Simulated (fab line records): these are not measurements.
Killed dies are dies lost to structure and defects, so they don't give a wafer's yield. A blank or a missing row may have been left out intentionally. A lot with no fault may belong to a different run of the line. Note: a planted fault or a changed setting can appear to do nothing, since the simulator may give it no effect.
fab line records -- flow gf180mcu
[record] lots = 14, wafers = 42, lastDay = 34
route steps=602 shown HV_LDD@182 V1@361 V2@384
lots with no fault: from the same line, run without faults
startH: start of the lot's first displayed wafer, in hours after the record's first day -- waitH: hours from the lot's prior step to this one -- " same as the row above -- L1.1+2: one row covering several wafers at once -- - no value present, or no start provided -- * or withheld: withheld -- < > ~ a bound
route shown NAME@n: names a module that has steps shown in the file, with the first one's number in the route -- usual: mean/standard deviation of fault-free wafers -- same: alike in all rows -- chamber/n: place in a boat -- sites: per-site readings -- _std_site: how widely they spread, as a standard deviation -- _edge_site: inner sites' mean taken away from outer sites' mean -- radiusMm: for every site, how far away it sits from the centre of the wafer -- mask NAME#n: copy n -- behind: tool/chamber where the wafer was last shaped -- hold: why the lot was held/for how many hours/how that ended -- device: which transistor (n, p or np) failed to switch -- end of line: tests run on the same wafers once the route is complete -- a step without rows: its recipe alone -- killed: count of dies lost to structure and defects at first sort (not the wafer's yield) -- map: a wafer's dies, x killed, . not, _ none there
set.NAME: the run value of the setting; set.NAME@STEP: its run value at that earlier step -- model.NAME: the simulator's own value behind a step, which no gauge read
a sample of lots followed through the steps of the route, with each step as a table and each wafer as a row
services: the hour from which a tool's chamber was out of use, counted from the record's first day as startH (under 0 if before that day), plus the number of hours and why
[[steps]]
[step GF_HV_LDD_DEVELOP_06]
[recipe] developTimeS = 60, devTempC = 23
[usual] developerTempC = 22.99/0.096
lot.wafer,tool,chamber,startH,waitH,developerTempC
L520.1,lithoTrack-02,0,216.09,0.1,22.97
L520.4,lithoTrack-02,0,216.09,0.1,22.94
L520.5,lithoTrack-02,0,216.09,0.1,23.02
L521.1,lithoTrack-04,0,227.01,0.1,22.91
L521.4,lithoTrack-04,0,227.01,0.1,22.88
L521.5,lithoTrack-04,0,227.01,0.1,22.93
L522.2,lithoTrack-02,0,234.11,0.1,23.16
L522.4,lithoTrack-02,0,234.11,0.1,23.04
L522.6,lithoTrack-02,0,234.11,0.1,23.03
L523.3,lithoTrack-04,0,237.76,0.1,23.06
L523.5,lithoTrack-04,0,237.76,0.1,23.15
L523.6,lithoTrack-04,0,237.76,0.1,23.08
L524.1,lithoTrack-04,0,247.26,0.1,22.87
L524.5,lithoTrack-04,0,247.26,0.1,23.04
L524.6,lithoTrack-04,0,247.26,0.1,22.97
L526.1,lithoTrack-03,0,270.72,0.1,23.06
L526.2,lithoTrack-03,0,270.72,0.1,22.92
L526.5,lithoTrack-03,0,270.72,0.1,22.81
L528.1,lithoTrack-03,0,277.07,0.1,23.06
L528.4,lithoTrack-03,0,277.07,0.1,22.91
L528.6,lithoTrack-03,0,277.07,0.1,23.12
L530.2,lithoTrack-02,0,297.26,0.1,23.07
L530.3,lithoTrack-02,0,297.26,0.1,23.06
L530.5,lithoTrack-02,0,297.26,0.1,23.10
L533.1,lithoTrack-04,0,312.06,0.1,20.67
L533.4,lithoTrack-04,0,312.06,0.1,20.61
L533.5,lithoTrack-04,0,312.06,0.1,20.66
L536.1,lithoTrack-04,0,336.35,0.1,20.69
L536.3,lithoTrack-04,0,336.35,0.1,20.70
L536.5,lithoTrack-04,0,336.35,0.1,20.71
L538.1,lithoTrack-02,0,354.44,0.1,23.03
L538.3,lithoTrack-02,0,354.44,0.1,22.89
L538.5,lithoTrack-02,0,354.44,0.1,23.02
L539.1,lithoTrack-03,0,356.87,0.1,22.90
L539.3,lithoTrack-03,0,356.87,0.1,22.90
L539.5,lithoTrack-03,0,356.87,0.1,23.10
L542.1,lithoTrack-02,0,378.04,0.1,23.13
L542.2,lithoTrack-02,0,378.04,0.1,23.05
L542.4,lithoTrack-02,0,378.04,0.1,22.90
L543.2,lithoTrack-03,0,383.09,0.1,22.87
L543.3,lithoTrack-03,0,383.09,0.1,22.96
L543.4,lithoTrack-03,0,383.09,0.1,22.79
[step GF_HV_LDD_CD_MEAS_07]
[recipe] targetCdNm = 400
[usual] cdNm = 400.1/1.9
lot.wafer,tool,chamber,startH,waitH,cdNm
L520.1,cdSem-02,-,216.24,0.1,403.3
L520.4,cdSem-02,-,216.24,0.1,401.6
L520.5,cdSem-02,-,216.24,0.1,401.0
L521.1,cdSem-01,-,227.16,0.1,395.5
L521.4,cdSem-01,-,227.16,0.1,397.3
L521.5,cdSem-01,-,227.16,0.1,396.7
L522.2,cdSem-02,-,234.26,0.1,399.7
L522.4,cdSem-02,-,234.26,0.1,399.5
L522.6,cdSem-02,-,234.26,0.1,400.8
L523.3,cdSem-01,-,237.90,0.1,398.7
L523.5,cdSem-01,-,237.90,0.1,399.9
L523.6,cdSem-01,-,237.90,0.1,397.9
L524.1,cdSem-02,-,247.41,0.1,397.8
L524.5,cdSem-02,-,247.41,0.1,397.9
L524.6,cdSem-02,-,247.41,0.1,399.4
L526.1,cdSem-01,-,270.87,0.1,400.0
L526.2,cdSem-01,-,270.87,0.1,400.1
L526.5,cdSem-01,-,270.87,0.1,399.8
L528.1,cdSem-01,-,277.31,0.2,398.1
L528.4,cdSem-01,-,277.31,0.2,402.2
L528.6,cdSem-01,-,277.31,0.2,400.1
L530.2,cdSem-01,-,297.41,0.1,400.0
L530.3,cdSem-01,-,297.41,0.1,398.4
L530.5,cdSem-01,-,297.41,0.1,403.9
L533.1,cdSem-01,-,312.21,0.1,405.7
L533.4,cdSem-01,-,312.21,0.1,406.2
L533.5,cdSem-01,-,312.21,0.1,407.5
L536.1,cdSem-01,-,336.50,0.1,409.3
L536.3,cdSem-01,-,336.50,0.1,411.4
L536.5,cdSem-01,-,336.50,0.1,410.5
L538.1,cdSem-01,-,354.59,0.1,404.8
L538.3,cdSem-01,-,354.59,0.1,403.8
L538.5,cdSem-01,-,354.59,0.1,402.6
L539.1,cdSem-02,-,357.02,0.1,399.7
L539.3,cdSem-02,-,357.02,0.1,401.7
L539.5,cdSem-02,-,357.02,0.1,399.6
L542.1,cdSem-01,-,378.19,0.1,401.3
L542.2,cdSem-01,-,378.19,0.1,399.3
L542.4,cdSem-01,-,378.19,0.1,400.0
L543.2,cdSem-02,-,383.24,0.1,399.9
L543.3,cdSem-02,-,383.24,0.1,399.5
L543.4,cdSem-02,-,383.24,0.1,402.2
[step GF_V1_CMP_26]
[recipe] stopOn = SiO2, downForcePsi = 3.5, platenRpm = 60, tOverpolishS = 15, targetThkNm = 0, padVelocityMS = 0.94248
[usual] motorCurrentA = 11.6/0.91, overpolishRunS = 14.999/0.009, timeToEndpointS = 84.6/2.9
[same] tOverpolishS = 15
lot.wafer,tool,chamber,startH,waitH,motorCurrentA,overpolishRunS,timeToEndpointS
L520.4,cmp-01,1,411.44,0.1,11.3,14.999,93.1
L520.1,cmp-01,3,411.44,0.1,10.4,15.008,86.7
L520.5,cmp-01,0,411.44,0.1,11.6,14.990,89.4
L521.4,cmp-01,3,427.64,0.0,11.4,14.998,84.0
L521.1,cmp-01,2,427.64,0.0,10.0,15.010,86.4
L521.5,cmp-01,0,427.64,0.0,10.8,14.997,81.7
L522.2,cmp-01,3,437.71,0.0,11.3,14.988,85.6
L522.4,cmp-01,0,437.71,0.0,11.6,14.984,82.6
L522.6,cmp-01,3,437.71,0.0,10.8,14.998,85.6
L523.3,cmp-02,3,444.20,0.0,10.8,14.997,87.8
L523.6,cmp-02,3,444.20,0.0,11.2,14.996,90.6
L523.5,cmp-02,0,444.20,0.0,11.0,14.990,87.2
L524.1,cmp-02,3,450.65,0.1,11.4,14.993,87.9
L524.6,cmp-02,1,450.65,0.1,12.7,14.987,87.0
L524.5,cmp-02,2,450.65,0.1,11.6,15.005,87.0
L526.1,cmp-02,2,479.63,0.1,12.7,14.996,87.9
L526.2,cmp-02,3,479.63,0.1,11.1,15.004,80.2
L526.5,cmp-02,3,479.63,0.1,10.8,14.985,87.7
L528.1,cmp-02,0,486.76,0.1,10.9,15.017,83.0
L528.4,cmp-02,2,486.76,0.1,12.3,14.987,86.5
L528.6,cmp-02,0,486.76,0.1,11.3,14.993,81.2
L530.2,cmp-01,3,511.94,0.1,10.9,15.022,83.8
L530.3,cmp-01,0,511.94,0.1,11.3,15.005,88.9
L530.5,cmp-01,1,511.94,0.1,12.6,15.010,86.9
L533.1,cmp-01,2,532.01,0.1,10.4,14.993,88.8
L533.4,cmp-01,1,532.01,0.1,11.8,15.004,94.3
L533.5,cmp-01,2,532.01,0.1,10.6,14.982,85.7
L536.3,cmp-01,3,557.64,0.3,10.9,14.997,83.8
L536.1,cmp-01,0,557.64,0.3,11.9,15.009,84.0
L536.5,cmp-01,3,557.64,0.3,11.2,14.992,82.9
L538.3,cmp-02,2,575.08,0.1,12.2,14.996,81.1
L538.1,cmp-02,3,575.08,0.1,10.4,14.994,81.6
L538.5,cmp-02,1,575.08,0.1,13.4,14.999,81.6
L539.3,cmp-01,2,576.05,0.0,10.5,15.011,79.5
L539.1,cmp-01,3,576.05,0.0,11.0,15.005,84.5
L539.5,cmp-01,2,576.05,0.0,11.0,14.985,83.6
L542.4,cmp-02,0,601.48,0.0,11.5,14.993,81.9
L542.2,cmp-02,1,601.48,0.0,13.5,15.001,81.1
L542.1,cmp-02,2,601.48,0.0,12.2,15.012,87.0
L543.4,cmp-01,0,602.17,0.1,11.7,15.002,82.7
L543.3,cmp-01,1,602.17,0.1,12.2,14.988,84.9
L543.2,cmp-01,2,602.17,0.1,10.7,14.996,82.6
[step GF_V2_CVD_02]
[recipe] material = SiO2, targetThkNm = 850, precursor = TEOS, tempC = 400, timeS = 94.851, rfW = 600
[usual] heaterPowerOuterW = 352/57, heaterPowerW = 621/83
lot.wafer,tool,chamber,startH,waitH,heaterPowerOuterW,heaterPowerW
L520.1,pecvd-03,2,436.20,0.1,452,728
L520.4,pecvd-03,2,436.20,0.1,475,794
L520.5,pecvd-03,1,436.20,0.1,301,571
L521.1,pecvd-04,0,454.41,0.1,368,570
L521.4,pecvd-04,2,454.41,0.1,318,570
L521.5,pecvd-04,0,454.41,0.1,286,457
L522.2,pecvd-04,2,463.32,0.0,226,459
L522.4,pecvd-04,0,463.32,0.0,376,579
L522.6,pecvd-04,2,463.32,0.0,275,520
L523.3,pecvd-03,1,470.17,0.0,308,573
L523.5,pecvd-03,1,470.17,0.0,337,609
L523.6,pecvd-03,2,470.17,0.0,403,656
L524.1,pecvd-03,1,475.74,0.1,312,574
L524.5,pecvd-03,0,475.74,0.1,344,622
L524.6,pecvd-03,1,475.74,0.1,340,605
L526.1,pecvd-01,1,504.96,0.1,396,711
L526.2,pecvd-01,0,504.96,0.1,357,609
L526.5,pecvd-01,2,504.96,0.1,399,709
L528.1,pecvd-01,0,511.65,0.1,289,514
L528.4,pecvd-01,1,511.65,0.1,382,716
L528.6,pecvd-01,2,511.65,0.1,282,568
L530.2,pecvd-01,0,536.39,0.0,365,612
L530.3,pecvd-01,2,536.39,0.0,360,662
L530.5,pecvd-01,2,536.39,0.0,379,715
L533.1,pecvd-03,2,556.32,0.1,527,812
L533.4,pecvd-03,2,556.32,0.1,403,667
L533.5,pecvd-03,1,556.32,0.1,340,602
L536.1,pecvd-01,2,580.84,0.1,373,693
L536.3,pecvd-01,0,580.84,0.1,303,548
L536.5,pecvd-01,2,580.84,0.1,391,718
L538.1,pecvd-04,0,597.76,0.1,318,505
L538.3,pecvd-04,2,597.76,0.1,239,474
L538.5,pecvd-04,1,597.76,0.1,402,662
L539.1,pecvd-01,0,597.91,0.1,376,638
L539.3,pecvd-01,1,597.91,0.1,400,724
L539.5,pecvd-01,0,597.91,0.1,276,495
L542.1,pecvd-04,1,622.88,0.1,381,652
L542.2,pecvd-04,0,622.88,0.1,336,509
L542.4,pecvd-04,0,622.88,0.1,367,541
L543.2,pecvd-03,1,623.79,0.0,351,613
L543.3,pecvd-03,2,623.79,0.0,449,737
L543.4,pecvd-03,1,623.79,0.0,250,479
[step GF_V2_THK_MEAS_03]
[recipe] reads = SiO2_of_V2_CVD_02
[usual] V2_CVD_02_THK = 848/10
lot.wafer,tool,chamber,startH,waitH,V2_CVD_02_THK[nm]
L520.1,filmMetro-04,-,436.27,0.0,841
L520.4,filmMetro-04,-,436.27,0.0,850
L520.5,filmMetro-04,-,436.27,0.0,854
L521.1,filmMetro-04,-,454.48,0.0,841
L521.4,filmMetro-04,-,454.48,0.0,864
L521.5,filmMetro-04,-,454.48,0.0,857
L522.2,filmMetro-01,-,463.40,0.0,847
L522.4,filmMetro-01,-,463.40,0.0,845
L522.6,filmMetro-01,-,463.40,0.0,865
L523.3,filmMetro-02,-,470.26,0.1,834
L523.5,filmMetro-02,-,470.26,0.1,850
L523.6,filmMetro-02,-,470.26,0.1,850
L524.1,filmMetro-02,-,475.80,0.0,839
L524.5,filmMetro-02,-,475.80,0.0,860
L524.6,filmMetro-02,-,475.80,0.0,849
L526.1,filmMetro-02,-,505.03,0.0,833
L526.2,filmMetro-02,-,505.03,0.0,844
L526.5,filmMetro-02,-,505.03,0.0,853
L528.1,filmMetro-02,-,511.72,0.0,841
L528.4,filmMetro-02,-,511.72,0.0,851
L528.6,filmMetro-02,-,511.72,0.0,857
L530.2,filmMetro-02,-,536.47,0.0,837
L530.3,filmMetro-02,-,536.47,0.0,833
L530.5,filmMetro-02,-,536.47,0.0,840
L533.1,filmMetro-02,-,556.39,0.0,843
L533.4,filmMetro-02,-,556.39,0.0,857
L533.5,filmMetro-02,-,556.39,0.0,858
L536.1,filmMetro-02,-,580.91,0.0,846
L536.3,filmMetro-02,-,580.91,0.0,837
L536.5,filmMetro-02,-,580.91,0.0,848
L538.1,filmMetro-04,-,597.83,0.0,847
L538.3,filmMetro-04,-,597.83,0.0,850
L538.5,filmMetro-04,-,597.83,0.0,853
L539.1,filmMetro-04,-,597.98,0.0,842
L539.3,filmMetro-04,-,597.98,0.0,841
L539.5,filmMetro-04,-,597.98,0.0,843
L542.1,filmMetro-04,-,622.95,0.0,835
L542.2,filmMetro-04,-,622.95,0.0,838
L542.4,filmMetro-04,-,622.95,0.0,854
L543.2,filmMetro-04,-,623.87,0.0,833
L543.3,filmMetro-04,-,623.87,0.0,852
L543.4,filmMetro-04,-,623.87,0.0,851
[[services]]
tool,chamber,startH,hours,kind
cmp-01,-,196.47,9.1,repair
cmp-02,-,222.73,6.4,pm
cmp-01,-,232.00,4.0,pm
cmp-02,-,234.16,1.8,repair
cmp-02,-,265.13,1.4,repair
cmp-02,-,269.28,2.6,repair
cmp-02,-,283.37,6.5,repair
cmp-01,-,303.55,3.6,repair
cmp-02,-,313.96,0.2,repair
cmp-02,-,317.62,1.4,repair
cmp-01,-,321.66,1.9,repair
cmp-02,-,351.23,0.8,repair
cmp-01,-,356.14,16.2,pm
cmp-02,-,373.80,11.0,pm
cmp-02,-,404.27,4.0,pm
cmp-01,-,442.50,2.4,repair
cmp-02,-,462.89,5.3,repair
cmp-01,-,501.51,3.1,repair
cmp-02,-,527.75,6.4,pm
cmp-02,-,557.09,1.0,repair
cmp-01,-,559.21,3.0,pm
cmp-01,-,572.00,4.0,pm
cmp-02,-,591.86,2.5,pm
cmp-01,-,616.97,56.3,repair
[[key]]
[firstSign] step = GF_HV_LDD_DEVELOP_06, reading = developerTempC, direction = down, sigmas = 24, usual = *, struck = *
[effect] step = GF_HV_LDD_CD_MEAS_07, reading = cdNm, direction = up, sigmas = 4.4, usual = 400.1, struck = 408.4
metAt GF_HV_LDD_DEVELOP_06
struckLots L533,L536
testerLeftOut L533,L536
notActingAt GF_V1_CMP_26,GF_V2_CVD_02,GF_V2_THK_MEAS_03
onsetBetween 247.26 312.06
[fault] kind = processParameterDrift, tool = lithoTrack-04, chamber = -, onsetH = 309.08, steps = GF_HV_LDD_DEVELOP_06, channel = devTempC, offset = *, shape = step, endH = 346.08, actsIn = *, stated = *
// testerLeftOut: of these lots the tester's yield and bins aren't shown, on N5 and GAA mostly nor the transistor test; their killed dies are dies lost to structure and defects alone, not to doping, threshold or leakage, so they don't give the yield
